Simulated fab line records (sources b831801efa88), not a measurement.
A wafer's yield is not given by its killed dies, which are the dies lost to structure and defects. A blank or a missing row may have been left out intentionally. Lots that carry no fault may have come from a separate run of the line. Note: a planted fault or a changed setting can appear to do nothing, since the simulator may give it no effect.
Struck lot and sound lot, side by side | flow sky130 | 20 steps out of a route of 708
Sound: these wafers, L989.1, L989.2, L989.6. Wafers struck: L999.3, L999.4, L999.5. At the end, the cause is stated.
Per side, at each step with rows, come the tool, then ch with its chambers, and then its first start. Under that, the readings that differ: sound wafers | struck wafers | difference of the means | sigmas: that difference in standard deviations of wafers without a fault.
alike: readings with means less than 2 such deviations apart, plus words and numbers identical on both sides. not compared: withheld readings, readings lacking a value on some wafer, bounds such as >300 that could conceal the same value, and numbers that have no deviation in the record and whose values overlap.
Wherever a step has rows on one side only, a row that says differs or no value, or a row with sigmas, the two part there. Non-overlapping numbers with no deviation appear without sigmas and do not part them. Lack of a reading on every wafer of one side parts them only where that side has two or more wafers.

first, 8 steps without rows for these wafers: SKY_RES_XHIGH_DEHYDRATE_00 (time 60 s); SKY_RES_XHIGH_HMDS_01 (prime time 60 s); SKY_RES_XHIGH_COAT_02 (resist thk 1140 nm); SKY_RES_XHIGH_SOFTBAKE_03 (time 60 s); SKY_RES_XHIGH_EXPOSE_04 (exposes mask URPM, target cd 1270 nm); SKY_RES_XHIGH_PEB_05; SKY_RES_XHIGH_DEVELOP_06 (develop time 60 s); SKY_RES_XHIGH_IMPLANT_07.
SKY_RES_XHIGH_STRIP_08: strips in O2/N2.
  sound on plasma asher-01 ch 0,1, day 27 13:08; struck on plasma asher-01 ch 0,1, day 30 11:58
  alike: drypump motor current A, oes product au, strip time to endpoint s
  not compared: rf hours counter h
SKY_RES_XHIGH_TW_MEAS_09:
  sound: film metro-01 at day 27 13:14; struck: film metro-01 at day 30 12:03
  alike: RES_XHIGH_TW
then, 2 steps without rows for these wafers: SKY_SD_N_DEHYDRATE_00 (time 60 s); SKY_SD_N_HMDS_01 (prime time 60 s).
SKY_SD_N_COAT_02: resist thk 1140 nm.
  sound on litho track-02 ch 0, day 28 03:50; struck on litho track-04, day 31 01:23
  no value came back on the struck wafers for chill plate temp C (C), dispense pressure kPa (kPa); on the sound wafers chill plate temp C (C) reads 23.09 22.96 22.95
then, 4 steps without rows for these wafers: SKY_SD_N_SOFTBAKE_03 (time 60 s); SKY_SD_N_EXPOSE_04 (exposes mask NSDM, target cd 380 nm); SKY_SD_N_PEB_05; SKY_SD_N_DEVELOP_06 (develop time 60 s).
SKY_SD_N_CD_MEAS_07 targets a cd of 380 nm.
  sound: cd sem-01 at day 28 18:08; struck: cd sem-01 at day 31 15:22
  reading    | sound             | struck | difference                    | sigmas
  cd nm (nm) | 380.6 381.9 383.2 | - - -  | no value on the struck wafers |
SKY_SD_N_OVL_MEAS_08:
  sound: overlay-01 at day 28 18:16; struck: overlay-02 at day 31 15:28
  reading       | sound          | struck | difference                    | sigmas
  SD_N_OVL (nm) | -0.6 -0.2 -1.0 | - - -  | no value on the struck wafers |
-- record jumps: 17 days separate the struck wafers' starts on either side; left off in module SD_N, taken up again in module PAD_OPEN, whose first shown step is the route's number 708 --
SKY_PAD_OPEN_PROBE_99:
  sound: prober-01 at day 46 07:01; struck: prober-02 at day 48 13:34
  reading             | sound    | struck                                                               | difference                   | sigmas
  hold                | - - -    | await dispo/2.1h/scrap await dispo/2.1h/scrap await dispo/2.1h/scrap | no value on the sound wafers |
  killed at front end | 19 15 15 | 398 408 407                                                          | +388                         | +79
  killed dies         | 94 98 91 | 492 492 492                                                          | +398                         | +40
  killed on rim       | 21 22 20 | 96 96 96                                                             | +75                          | +20
  alike: killed_at_M0_to_M3, killed_at_M4_up, killed at contacts, killed at other, killed open, killed short

## WHERE THEY PART
Earliest at SKY_SD_N_COAT_02; latest, in this record, at SKY_PAD_OPEN_PROBE_99.

WHY: what had been put in by the simulator
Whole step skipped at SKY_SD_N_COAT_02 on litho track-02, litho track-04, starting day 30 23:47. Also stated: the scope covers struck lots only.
